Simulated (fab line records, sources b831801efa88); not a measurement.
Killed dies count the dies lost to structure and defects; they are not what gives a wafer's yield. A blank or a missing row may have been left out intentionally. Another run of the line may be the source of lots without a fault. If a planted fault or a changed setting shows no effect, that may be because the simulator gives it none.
Chamber matching + flow sky130 + 4 sister chambers for SKY_LI_CONTACT_CMP_24 on cmp-01
The step polishes, stops on PSG, t overpolish 20 s, target thk 0 nm. 4 wafers are shown with their chamber, then 7 later ones without.

WAFERS PAIRED WITH THEIR CHAMBERS
| wafer  | chamber | motor current A (A) |
|--------|---------|---------------------|
| L690.1 | 3       | 10.9                |
| L692.2 | 1       | 10.5                |
| L693.1 | 2       | 12.7                |
| L693.2 | 0       | 12.4                |

WAFERS WITHOUT THEIR CHAMBER
| wafer  | motor current A (A) |
|--------|---------------------|
| L693.3 | 10.4                |
| L694.2 | 11.0                |
| L694.3 | 13.1                |
| L694.4 | 13.0                |
| L695.2 | 10.7                |
| L695.5 | 10.8                |
| L695.6 | 11.9                |

CHAMBER TAKEN BY EACH
| wafer  | from the rows above          | in truth |
|--------|------------------------------|----------|
| L693.3 | can't be placed: 1 or 3      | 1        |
| L694.2 | can't be placed: 3 or 1      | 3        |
| L694.3 | can't be placed: 2 or 0      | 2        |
| L694.4 | can't be placed: 2 or 0      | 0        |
| L695.2 | can't be placed: 1 or 3      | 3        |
| L695.5 | can't be placed: 3 or 1      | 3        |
| L695.6 | can't be placed: 0 or 2 or 3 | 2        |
Correctly placed: 0 of 7. From these rows, 7 cannot be placed; in 7 the true chamber is one of the candidates. 0 placed wrongly.
How it was worked out, from the rows above alone: a wafer's distance from a chamber is the root of the sum, over the readings, of the square of ((its reading less the chamber's mean) divided by the reading's scatter). The wafer belongs to the nearest chamber; if the next one is less than 2 further off, it can't be placed. Each chamber's mean is taken over the wafers shown for it. The scatter (one wafer shown for each chamber): square how far every hidden wafer sits from the nearest shown wafer, average those squares and take the square root.
